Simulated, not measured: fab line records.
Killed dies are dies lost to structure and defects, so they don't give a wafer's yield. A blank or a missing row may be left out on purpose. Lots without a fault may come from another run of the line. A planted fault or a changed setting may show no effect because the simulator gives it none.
fab line records | flow sky130
record lots=6 | wafers=18 | last_day=51
route steps=708 shown RES_PROTECT@209 POLY_GATE@213 PAD_OPEN@708
lots that met no fault: from a run of the same line without faults
start_h: the number of hours between the record's first day and the start of the first shown wafer of the lot | wait_h: how many hours have passed since the lot's step before this one | " as in the row above | L1.1+2: a row that stands for several wafers | - no value, or no start was given | * or withheld: withheld | < > ~ a bound
route shown NAME@n: a module of which the file shows steps, and the number in the route of the first | usual: mean and standard deviation over wafers with no fault | same: alike in all rows | chamber/n: place in a boat | sites: the reading at each site | _std_site: the values' standard deviation | _edge_site: inner sites' mean taken away from outer sites' mean | radius_mm: for every site, how far away it sits from the centre of the wafer | mask NAME#n: copy n | behind: the most recent tool/chamber to have shaped the wafer | hold: why the lot was held/for how many hours/how that ended | device: whichever transistor did not switch (one of n, p or np) | end of line: tests of these same wafers at the route's end | a step given without rows: its recipe and nothing more | killed: at the first sort, the dies lost to defects and structure; wafer yield is something else | map: per-die view of a wafer (x killed, . not killed, _ where there is no die)
set.NAME: the setting as run; set.NAME@STEP: as run at that earlier step | model.NAME: the simulator's own value behind a step, which no gauge read
a table for each step, a row for each wafer; lots at some steps of the route
services: when a tool's chamber went out of use (start_h, in hours from the record's first day, below 0 if earlier), for how many hours, and the reason
## steps
# step SKY_RES_PROTECT_SOFTBAKE_03
# recipe temp_c=90 | time_s=60 | resist=NOVOLAK
# step SKY_RES_PROTECT_EXPOSE_04
# recipe mask_id=RPM | na=0.6 | source_shape=conventional | sigma_outer=0.6 | polarization=unpolarized | target_cd_nm=1270 | dose_mj=131
# step SKY_RES_PROTECT_PEB_05
# recipe temp_c=withheld | time_s=* | resist=NOVOLAK
# step SKY_RES_PROTECT_DEVELOP_06
# recipe resist=NOVOLAK | developer=TMAH | develop_time_s=60 | dev_temp_c=23
# step SKY_POLY_GATE_IMPLANT_02
# recipe species=P | energy_kev=30 | dose_cm2=7.7e+15 | tilt_deg=0
# step SKY_RES_PROTECT_STRIP_07
# recipe chemistry=O2/N2 | power_w=1400 | pressure_mtorr=1500 | platen_temp_c=withheld | o2_flow_sccm=3000 | n2_flow_sccm=300 | overash_fraction=0.5
# usual drypump_motor_current_A=5.6/0.55 | oes_product_au=0.518/0.0047 | strip_time_to_endpoint_s=23.29/0.039
lot.wafer | tool            | chamber | start_h | wait_h | drypump_motor_current_A | oes_product_au | rf_hours_counter_h | strip_time_to_endpoint_s
L241.2    | plasma_asher-03 | 0       | 356.43  | 0.1    | 6.3                     | 0.530          | 64                 | 23.31
L241.3    | "               | 1       | "       | "      | 5.8                     | 0.523          | -                  | 23.26
L241.6    | "               | 1       | "       | "      | 5.8                     | 0.519          | -                  | 23.24
L246.1    | plasma_asher-03 | 1       | 398.52  | 0.1    | 5.8                     | 0.513          | 69                 | 23.36
L246.4    | "               | 1       | "       | "      | 5.8                     | 0.510          | -                  | 23.26
L246.5    | "               | 0       | "       | "      | 6.3                     | 0.516          | -                  | 23.29
L251.3    | plasma_asher-01 | 1       | 436.11  | 0.1    | 4.8                     | 0.519          | -                  | 23.31
L251.4    | "               | 0       | "       | "      | 5.7                     | 0.523          | -                  | 23.30
L251.6    | "               | 1       | "       | "      | 4.8                     | 0.517          | -                  | 23.24
L252.3    | plasma_asher-03 | 0       | 451.76  | 0.1    | 6.3                     | 0.525          | -                  | 23.27
L252.4    | "               | 1       | "       | "      | 5.8                     | 0.506          | -                  | 23.25
L252.5    | "               | 1       | "       | "      | 5.8                     | 0.507          | -                  | 23.26
L253.3    | plasma_asher-04 | 1       | 474.27  | 0.1    | 4.9                     | 0.519          | -                  | 23.31
L253.5    | "               | 0       | "       | "      | 5.2                     | 0.512          | -                  | 23.28
L253.6    | "               | 1       | "       | "      | 4.8                     | 0.513          | -                  | 23.37
L263.1    | plasma_asher-01 | 0       | 550.58  | 0.1    | 5.7                     | 0.510          | 74                 | 23.33
L263.3    | "               | 0       | "       | "      | 5.7                     | 0.520          | -                  | 23.24
L263.6    | "               | 1       | "       | "      | 4.8                     | 0.522          | -                  | 23.26
# step SKY_RES_PROTECT_TW_MEAS_08
# usual POLY_GATE_TW=4042/23
lot.wafer | tool          | chamber | start_h | wait_h | POLY_GATE_TW
L241.2    | film_metro-03 | -       | 356.54  | 0.1    | 4043
L241.3    | "             | -       | "       | "      | 4061
L241.6    | "             | -       | "       | "      | 4049
L246.1    | film_metro-04 | -       | 398.62  | 0.1    | 4028
L246.4    | "             | -       | "       | "      | 4040
L246.5    | "             | -       | "       | "      | 4035
L251.3    | film_metro-01 | -       | 436.20  | 0.1    | 4034
L251.4    | "             | -       | "       | "      | 4021
L251.6    | "             | -       | "       | "      | 4047
L252.3    | film_metro-04 | -       | 451.85  | 0.1    | 4028
L252.4    | "             | -       | "       | "      | 4031
L252.5    | "             | -       | "       | "      | 4037
L253.3    | film_metro-01 | -       | 474.35  | 0.1    | 4011
L253.5    | "             | -       | "       | "      | 4024
L253.6    | "             | -       | "       | "      | 4013
L263.1    | film_metro-03 | -       | 550.73  | 0.1    | 4050
L263.3    | "             | -       | "       | "      | 4030
L263.6    | "             | -       | "       | "      | 4054
# step SKY_RES_PROTECT_CLEAN_09
# recipe chemistry=SC1/SC2 | mix=1:4:20 | temp_c=70 | time_s=150 | dry=n2_spin
# step SKY_POLY_GATE_CVD_03
# recipe material=Si3N4 | precursor=DCS/NH3 | target_thk_nm=75 | temp_c=770 | time_s=1290 | pressure_mtorr=250
# step SKY_POLY_GATE_THK_MEAS_04
# recipe reads=Si3N4_of_POLY_GATE_CVD_03
# usual POLY_GATE_CVD_03_THK=74.9/0.88
lot.wafer | tool          | chamber | start_h | wait_h | POLY_GATE_CVD_03_THK[nm]
L241.2    | film_metro-01 | -       | 358.02  | 0.0    | 74.3
L241.3    | "             | -       | "       | "      | 73.8
L241.6    | "             | -       | "       | "      | 74.1
L246.1    | film_metro-04 | -       | 401.08  | 0.0    | 73.5
L246.4    | "             | -       | "       | "      | 73.8
L246.5    | "             | -       | "       | "      | 74.1
L251.3    | film_metro-04 | -       | 439.46  | 0.0    | 75.5
L251.4    | "             | -       | "       | "      | 74.4
L251.6    | "             | -       | "       | "      | 74.3
L252.3    | film_metro-01 | -       | 453.32  | 0.0    | 75.5
L252.4    | "             | -       | "       | "      | 75.7
L252.5    | "             | -       | "       | "      | 75.3
L253.3    | film_metro-01 | -       | 475.82  | 0.0    | 74.4
L253.5    | "             | -       | "       | "      | 74.4
L253.6    | "             | -       | "       | "      | 74.0
L263.1    | film_metro-04 | -       | 552.20  | 0.0    | 75.5
L263.3    | "             | -       | "       | "      | 76.5
L263.6    | "             | -       | "       | "      | 76.0
# step SKY_POLY_GATE_DEHYDRATE_05
# recipe temp_c=200 | time_s=60
# step SKY_POLY_GATE_HMDS_06
# recipe prime_time_s=60 | prime_temp_c=120
# step SKY_POLY_GATE_COAT_07
# recipe resist=BARC | temp_c=withheld | time_s=withheld | spin_rpm=3000 | resist_thk_nm=110
lot.wafer | tool           | chamber | start_h | wait_h | model.BARC_of_POLY_GATE_COAT_07.thk_nm
L241.2    | litho_track-04 | 0       | 371.36  | 0.1    | 109.8
L241.3    | "              | 0       | "       | "      | 109.6
L241.6    | "              | 0       | "       | "      | 109.5
L246.1    | litho_track-02 | 0       | 415.02  | 0.1    | 109.9
L246.4    | "              | 0       | "       | "      | 109.7
L246.5    | "              | 0       | "       | "      | 110
L251.3    | litho_track-04 | 0       | 455.08  | 0.1    | 109.4
L251.4    | "              | 0       | "       | "      | 109.6
L251.6    | "              | 0       | "       | "      | 109.8
L252.3    | litho_track-04 | 0       | 467.43  | 0.1    | 117.4
L252.4+5  | "              | 0       | "       | "      | 117.7
L253.3    | litho_track-04 | 0       | 490.33  | 0.1    | 118
L253.5    | "              | 0       | "       | "      | 117.9
L253.6    | "              | 0       | "       | "      | 110.4
L263.1+6  | litho_track-04 | 0       | 566.98  | 0.1    | 109.9
L263.3    | "              | 0       | "       | "      | 110.1
# step SKY_POLY_GATE_COAT_08
# recipe resist=KrF-thick | spin_rpm=3000 | resist_thk_nm=450
# step SKY_POLY_GATE_SOFTBAKE_09
# recipe temp_c=100 | time_s=90 | resist=KrF-thick
# step SKY_POLY_GATE_EXPOSE_10
# recipe mask_id=P1M | na=0.68 | source_shape=conventional | sigma_outer=0.6 | target_cd_nm=150 | dose_mj=28
# step SKY_POLY_GATE_PEB_11
# recipe peb_temp_c=withheld | peb_time_s=withheld | resist=KrF-thick
# step SKY_POLY_GATE_DEVELOP_12
# recipe develop_time_s=60 | resist=KrF-thick | dev_temp_c=21
# step SKY_POLY_GATE_CD_MEAS_13
# recipe target_cd_nm=150
# usual cd_nm=149.4/1.4
lot.wafer | tool      | chamber | start_h | wait_h | cd_nm
L241.2    | cd_sem-01 | -       | 386.12  | -      | 151.0
L241.3    | "         | -       | "       | "      | 151.8
L241.6    | "         | -       | "       | "      | 150.9
L246.1    | cd_sem-02 | -       | 430.75  | -      | 150.0
L246.4    | "         | -       | "       | "      | 149.2
L246.5    | "         | -       | "       | "      | 150.9
L251.3    | cd_sem-02 | -       | 470.12  | -      | 149.6
L251.4    | "         | -       | "       | "      | 148.7
L251.6    | "         | -       | "       | "      | 149.3
L252.3    | cd_sem-01 | -       | 482.69  | -      | 151.4
L252.4    | "         | -       | "       | "      | 150.6
L252.5    | "         | -       | "       | "      | 151.5
L253.3    | cd_sem-01 | -       | 506.54  | -      | 148.6
L253.5    | "         | -       | "       | "      | 149.5
L253.6    | "         | -       | "       | "      | 150.3
L263.1    | cd_sem-02 | -       | 582.60  | -      | 149.2
L263.3    | "         | -       | "       | "      | 148.8
L263.6    | "         | -       | "       | "      | 149.2
# step SKY_POLY_GATE_OVL_MEAS_14
# usual POLY_GATE_OVL=1/4.7
lot.wafer | tool       | chamber | start_h | wait_h | POLY_GATE_OVL[nm]
L241.2    | overlay-02 | -       | 386.23  | 0.1    | 0
L241.3    | "          | -       | "       | "      | -5
L241.6    | "          | -       | "       | "      | 5
L246.1    | overlay-01 | -       | 430.87  | 0.1    | -6
L246.4    | "          | -       | "       | "      | 9
L246.5    | "          | -       | "       | "      | -5
L251.3    | overlay-01 | -       | 470.22  | 0.1    | 1
L251.4    | "          | -       | "       | "      | 1
L251.6    | "          | -       | "       | "      | 1
L252.3    | overlay-02 | -       | 482.78  | 0.1    | 8
L252.4    | "          | -       | "       | "      | 5
L252.5    | "          | -       | "       | "      | 11
L253.3    | overlay-01 | -       | 506.63  | 0.1    | -3
L253.5    | "          | -       | "       | "      | -3
L253.6    | "          | -       | "       | "      | 0
L263.1    | overlay-01 | -       | 582.72  | 0.1    | -3
L263.3    | "          | -       | "       | "      | -7
L263.6    | "          | -       | "       | "      | -5
# step SKY_POLY_GATE_ETCH_15
# recipe chemistry=N2/H2 | target=BARC | ion_energy_ev=200 | source_w=500 | bias_w=100 | pressure_mtorr=30 | n2_flow_sccm=100 | h2_flow_sccm=200 | stop_on=SiO2 | time_s=118.5 | target_depth_a=1100
# usual drypump_motor_current_A=5.7/0.48 | oes_product_au=0.716/0.0044 | throttle_valve_pct=13.213/0.0094
# same time_s=118.5
lot.wafer | tool        | chamber | start_h | wait_h | drypump_motor_current_A | oes_product_au | rf_hours_counter_h | throttle_valve_pct | model.etch.depth_nm
L241.2    | rie_diel-03 | 0       | 386.26  | 0.0    | 5.3                     | 0.720          | 74                 | 13.217             | 109.8
L241.3    | "           | 3       | "       | "      | 6.2                     | 0.715          | 2                  | 13.231             | 109.6
L241.6    | "           | 3       | "       | "      | 6.2                     | 0.715          | -                  | 13.213             | 109.5
L246.1    | rie_diel-02 | 3       | 430.91  | 0.0    | 5.0                     | 0.714          | 100                | 13.222             | 109.9
L246.4    | "           | 0       | "       | "      | 5.2                     | 0.716          | 2                  | 13.218             | 109.7
L246.5    | "           | 2       | "       | "      | 6.1                     | 0.718          | -                  | 13.229             | 110
L251.3    | rie_diel-02 | 0       | 470.24  | 0.0    | 5.2                     | 0.713          | 2                  | 13.230             | 109.4
L251.4    | "           | 1       | "       | "      | 6.1                     | 0.719          | -                  | 13.208             | 109.6
L251.6    | "           | 2       | "       | "      | 6.2                     | 0.723          | -                  | 13.220             | 109.8
L252.3    | rie_diel-03 | 0       | 482.81  | 0.0    | 5.2                     | 0.742          | 76                 | 13.207             | 117.4
L252.4    | "           | 2       | "       | "      | 5.9                     | 0.742          | 14                 | 13.229             | 117.7
L252.5    | "           | 3       | "       | "      | 6.2                     | 0.734          | -                  | 13.208             | 117.7
L253.3    | rie_diel-02 | 3       | 506.66  | 0.0    | 5.0                     | 0.740          | 1                  | 13.232             | 118
L253.5    | "           | 3       | "       | "      | 5.0                     | 0.742          | -                  | 13.211             | 117.9
L253.6    | "           | 0       | "       | "      | 5.2                     | 0.728          | -                  | 13.220             | 110.4
L263.1    | rie_diel-03 | 2       | 582.76  | 0.0    | 5.9                     | 0.711          | 16                 | 13.217             | 109.9
L263.3    | "           | 1       | "       | "      | 5.9                     | 0.713          | 69                 | 13.208             | 110.1
L263.6    | "           | 2       | "       | "      | 5.9                     | 0.725          | -                  | 13.210             | 109.9
# step SKY_POLY_GATE_ETCH_16
# recipe stop_on=poly-Si | chemistry=CH3F/O2 | target=Si3N4 | source_w=400 | bias_w=80 | pressure_mtorr=25 | ch3f_flow_sccm=40 | O2_flow_sccm=30 | time_s=147.5 | target_depth_a=750
# usual drypump_motor_current_A=5.7/0.48 | oes_product_au=0.639/0.0056 | throttle_valve_pct=10.533/0.0097
# same time_s=147.5
lot.wafer | tool        | chamber | start_h | wait_h | drypump_motor_current_A | oes_product_au | rf_hours_counter_h | throttle_valve_pct
L241.2    | rie_diel-03 | 0       | 386.34  | 0.0    | 5.2                     | 0.636          | 74                 | 10.523
L241.3    | "           | 3       | "       | "      | 6.2                     | 0.632          | 2                  | 10.522
L241.6    | "           | 3       | "       | "      | 6.2                     | 0.634          | -                  | 10.525
L246.1    | rie_diel-02 | 3       | 430.99  | 0.0    | 5.0                     | 0.639          | 100                | 10.546
L246.4    | "           | 0       | "       | "      | 5.2                     | 0.633          | 2                  | 10.535
L246.5    | "           | 2       | "       | "      | 6.1                     | 0.636          | -                  | 10.532
L251.3    | rie_diel-02 | 0       | 470.32  | 0.0    | 5.2                     | 0.644          | 2                  | 10.529
L251.4    | "           | 1       | "       | "      | 6.1                     | 0.640          | -                  | 10.540
L251.6    | "           | 2       | "       | "      | 6.1                     | 0.635          | -                  | 10.537
L252.3    | rie_diel-03 | 0       | 482.89  | 0.0    | 5.2                     | 0.635          | 76                 | 10.536
L252.4    | "           | 2       | "       | "      | 5.9                     | 0.645          | 14                 | 10.521
L252.5    | "           | 3       | "       | "      | 6.1                     | 0.636          | -                  | 10.544
L253.3    | rie_diel-02 | 3       | 506.74  | 0.0    | 5.0                     | 0.634          | 1                  | 10.526
L253.5    | "           | 3       | "       | "      | 5.0                     | 0.636          | -                  | 10.545
L253.6    | "           | 0       | "       | "      | 5.2                     | 0.640          | -                  | 10.546
L263.1    | rie_diel-03 | 2       | 582.84  | 0.0    | 5.9                     | 0.640          | 16                 | 10.547
L263.3    | "           | 1       | "       | "      | 6.0                     | 0.651          | 69                 | 10.555
L263.6    | "           | 2       | "       | "      | 5.9                     | 0.647          | -                  | 10.531
# step SKY_POLY_GATE_ETCH_17
# recipe target_depth_nm=180 | stop_on=SiO2 | over_etch_frac=0.56667 | chemistry=HBr/Cl2 | target=poly-Si | icp_w=400 | bias_w=100 | pressure_mtorr=10 | HBr_flow_sccm=150 | Cl2_flow_sccm=50 | time_s=70.5
# usual drypump_motor_current_A=5.6/0.37 | mfc_cl2_sccm=50.01/0.15 | oes_product_au=0.987/0.0075 | throttle_valve_pct=33.684/0.0089
# same time_s=70.5
lot.wafer | tool      | chamber | start_h | wait_h | drypump_motor_current_A | mfc_cl2_sccm | oes_product_au | rf_hours_counter_h | throttle_valve_pct
L241.2    | rie_si-01 | 2       | 386.44  | 0.0    | 5.8                     | 49.95        | 1.001          | 3                  | 33.679
L241.3    | "         | 0       | "       | "      | 6.1                     | 50.02        | 0.982          | 1                  | 33.671
L241.6    | "         | 1       | "       | "      | 5.1                     | 49.73        | 0.995          | -                  | 33.688
L246.1    | rie_si-01 | 0       | 431.09  | 0.0    | 6.1                     | 50.22        | 0.983          | 1                  | 33.690
L246.4    | "         | 1       | "       | "      | 5.2                     | 49.95        | 0.987          | 2                  | 33.684
L246.5    | "         | 3       | "       | "      | 5.8                     | 50.02        | 1.000          | -                  | 33.692
L251.3    | rie_si-01 | 2       | 470.42  | 0.0    | 5.8                     | 49.72        | 0.989          | 4                  | 33.691
L251.4    | "         | 3       | "       | "      | 5.7                     | 50.03        | 0.976          | 7                  | 33.679
L251.6    | "         | 3       | "       | "      | 5.8                     | 50.18        | 0.986          | -                  | 33.664
L252.3    | rie_si-02 | 1       | 482.99  | 0.0    | 5.4                     | 49.94        | 0.984          | 3                  | 33.696
L252.4    | "         | 0       | "       | "      | 5.5                     | 50.06        | 0.977          | 3                  | 33.694
L252.5    | "         | 2       | "       | "      | 5.7                     | 50.25        | 0.980          | -                  | 33.691
L253.3    | rie_si-01 | 2       | 506.84  | 0.0    | 5.8                     | 50.09        | 0.980          | 4                  | 33.681
L253.5    | "         | 2       | "       | "      | 5.8                     | 49.91        | 0.978          | -                  | 33.677
L253.6    | "         | 1       | "       | "      | 5.1                     | 50.20        | 0.969          | -                  | 33.682
L263.1    | rie_si-01 | 1       | 582.94  | 0.0    | 5.2                     | 50.15        | 0.982          | 3                  | 33.688
L263.3    | "         | 0       | "       | "      | 6.1                     | 49.90        | 0.980          | 2                  | 33.671
L263.6    | "         | 3       | "       | "      | 5.7                     | 49.89        | 0.987          | -                  | 33.675
# step SKY_POLY_GATE_STRIP_18
# recipe chemistry=O2/N2 | power_w=1400 | pressure_mtorr=1500 | platen_temp_c=withheld | o2_flow_sccm=3000 | n2_flow_sccm=300 | overash_fraction=0.5
# usual drypump_motor_current_A=5.3/0.42 | oes_product_au=0.361/0.0047 | strip_time_to_endpoint_s=3.17/0.034
lot.wafer | tool            | chamber | start_h | wait_h | drypump_motor_current_A | oes_product_au | rf_hours_counter_h | strip_time_to_endpoint_s
L241.2    | plasma_asher-03 | 1       | 386.50  | 0.0    | 5.8                     | 0.365          | 68                 | 3.11
L241.3    | "               | 0       | "       | "      | 6.3                     | 0.354          | -                  | 3.16
L241.6    | "               | 1       | "       | "      | 5.8                     | 0.355          | -                  | 3.16
L246.1    | plasma_asher-03 | 1       | 431.15  | 0.0    | 5.8                     | 0.352          | 73                 | 3.17
L246.4    | "               | 0       | "       | "      | 6.3                     | 0.367          | -                  | 3.11
L246.5    | "               | 0       | "       | "      | 6.3                     | 0.353          | -                  | 3.12
L251.3    | plasma_asher-02 | 0       | 470.51  | 0.1    | 5.1                     | 0.360          | -                  | 3.12
L251.4    | "               | 1       | "       | "      | 5.6                     | 0.366          | -                  | 3.20
L251.6    | "               | 0       | "       | "      | 5.1                     | 0.364          | -                  | 3.15
L252.3    | plasma_asher-02 | 1       | 483.08  | 0.1    | 5.6                     | 0.364          | -                  | 3.30
L252.4    | "               | 0       | "       | "      | 5.1                     | 0.365          | -                  | 3.29
L252.5    | "               | 1       | "       | "      | 5.6                     | 0.370          | -                  | 3.29
L253.3    | plasma_asher-03 | 0       | 506.93  | 0.1    | 6.3                     | 0.362          | -                  | 3.27
L253.5    | "               | 1       | "       | "      | 5.8                     | 0.367          | -                  | 3.26
L253.6    | "               | 0       | "       | "      | 6.3                     | 0.354          | -                  | 3.19
L263.1    | plasma_asher-04 | 0       | 582.99  | 0.0    | 5.2                     | 0.359          | 16                 | 3.18
L263.3    | "               | 0       | "       | "      | 5.2                     | 0.365          | -                  | 3.19
L263.6    | "               | 0       | "       | "      | 5.2                     | 0.357          | -                  | 3.18
# step SKY_POLY_GATE_CLEAN_19
# recipe chemistry=SC1/SC2 | mix=1:4:20 | temp_c=70 | time_s=150 | dry=n2_spin
# step SKY_PAD_OPEN_PROBE_99
# usual killed_at_M0_to_M3=44/7.4 | killed_at_M4_up=3.1/1.8 | killed_at_contacts=25/6 | killed_at_front_end=15/4.4 | killed_at_other=0.3/0.49 | killed_dies=88/10 | killed_open=48/7.4 | killed_short=39/6.3
# same gross_dies=492 | killed_at_back_side=0
lot.wafer | tool      | chamber | start_h | wait_h | killed_at_M0_to_M3 | killed_at_M4_up | killed_at_contacts | killed_at_front_end | killed_at_other | killed_dies | killed_open | killed_short
L246.1    | prober-02 | -       | 1124.55 | 0.1    | 48                 | 5               | 31                 | 11                  | 0               | 95          | 46          | 49
L246.4    | prober-02 | -       | 1124.70 | 0.2    | 45                 | 2               | 18                 | 16                  | 0               | 81          | 40          | 41
L246.5    | prober-02 | -       | 1124.75 | 0.2    | 48                 | 6               | 30                 | 16                  | 0               | 100         | 54          | 46
L252.4    | prober-02 | -       | 1156.36 | 0.2    | 50                 | 6               | 22                 | 19                  | 0               | 97          | 48          | 49
L252.5    | prober-02 | -       | 1156.41 | 0.2    | 45                 | 5               | 26                 | 16                  | 0               | 92          | 48          | 44
# killed by level:class
L246.1 CONTACT:geometric_particle:open=10 METAL2:geometric_particle:short=10 CONTACT:geometric_particle:short=9 METAL1:geometric_particle:short=8 VIA1:geometric_particle:open=7 VIA3:geometric_particle:open=7 VIA2:geometric_particle:open=6 LI_CONTACT:geometric_particle:short=4
L246.4 VIA3:geometric_particle:open=10 VIA1:geometric_particle:short=6 VIA1:geometric_particle:open=6 LI_CONTACT:geometric_particle:short=5 VIA2:geometric_particle:open=5 FIELD_ISO:geometric_particle:short=4 CONTACT:geometric_particle:open=4 METAL2:geometric_particle:short=4
L246.5 VIA1:geometric_particle:open=16 CONTACT:geometric_particle:open=12 POLY_GATE:geometric_particle:short=8 LI_CONTACT:geometric_particle:open=8 VIA2:geometric_particle:open=7 METAL1:geometric_particle:short=6 VIA1:geometric_particle:short=5 LOCAL_INTERCONNECT:geometric_particle:short=4
L252.4 VIA1:geometric_particle:open=13 VIA2:geometric_particle:open=10 CONTACT:geometric_particle:open=8 METAL2:geometric_particle:short=8 POLY_GATE:geometric_particle:short=6 LI_CONTACT:geometric_particle:open=6 VIA1:geometric_particle:short=6 CONTACT:geometric_particle:short=5
L252.5 METAL2:geometric_particle:short=10 CONTACT:geometric_particle:open=10 LI_CONTACT:geometric_particle:open=8 METAL1:geometric_particle:short=7 VIA1:geometric_particle:open=7 VIA2:geometric_particle:open=6 FIELD_ISO:geometric_particle:short=4 SPACER:geometric_particle:short=4
## services
tool            | chamber | start_h | hours | kind
plasma_asher-01 | -       | 340.67  | 2.8   | pm
rie_diel-02     | 0       | 349.65  | 7.9   | repair
plasma_asher-01 | -       | 370.09  | 15.9  | pm
rie_diel-02     | -       | 392.65  | 0.2   | repair
plasma_asher-02 | -       | 395.60  | 0.8   | repair
plasma_asher-01 | -       | 397.68  | 13.3  | repair
rie_diel-02     | 1       | 398.24  | 8.1   | repair
rie_diel-02     | 0       | 403.94  | 6.5   | repair
rie_diel-03     | 0       | 406.66  | 5.4   | repair
plasma_asher-01 | -       | 415.23  | 0.5   | repair
plasma_asher-04 | -       | 421.25  | 9.0   | pm
rie_si-02       | 3       | 425.10  | 23.9  | repair
rie_si-02       | 1       | 451.50  | 8.2   | repair
plasma_asher-03 | -       | 456.20  | 14.6  | pm
rie_diel-02     | 3       | 462.11  | -     | clean
plasma_asher-04 | -       | 476.36  | 1.3   | repair
rie_si-01       | -       | 482.30  | 1.3   | repair
rie_si-01       | 0       | 490.36  | 11.8  | repair
rie_si-02       | 1       | 504.64  | 4.0   | repair
rie_diel-03     | 1       | 514.22  | 12.4  | repair
plasma_asher-02 | -       | 532.36  | 11.8  | pm
plasma_asher-03 | -       | 536.17  | 4.3   | pm
plasma_asher-01 | -       | 539.71  | 0.5   | repair
plasma_asher-04 | -       | 555.30  | 6.8   | repair
## key
first_sign step=SKY_POLY_GATE_ETCH_15 | reading=oes_product_au | direction=up | sigmas=5.3 | usual=0.716 | struck=0.740
effect step=SKY_POLY_GATE_STRIP_18 | reading=strip_time_to_endpoint_s | direction=up | sigmas=3.4 | usual=* | struck=*
model_effect step=SKY_POLY_GATE_COAT_07 | value=BARC_of_POLY_GATE_COAT_07.thk_nm | without=110 | struck=117.8
model_effect step=SKY_POLY_GATE_ETCH_15 | value=etch.depth_nm | without=110 | struck=117.8
met_at SKY_POLY_GATE_COAT_07
struck_wafers L252.3,L252.4,L252.5,L253.3,L253.5
tester_left_out L252,L253
onset_between 455.08 467.43
fault kind=process_parameter_drift | tool=litho_track-04 | chamber=- | onset_h=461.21 | steps=SKY_POLY_GATE_COAT_07 | channel=resist_thk_nm | offset=7.7217 | shape=step | end_h=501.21 | scope=struck_wafers_only | acts_in=these_recipes_only | stated=110
# tester_left_out: of these lots the tester's yield and bins aren't shown, on N5 and GAA mostly nor the transistor test; their killed dies are dies lost to structure and defects alone, not to doping, threshold or leakage, so they don't give the yield
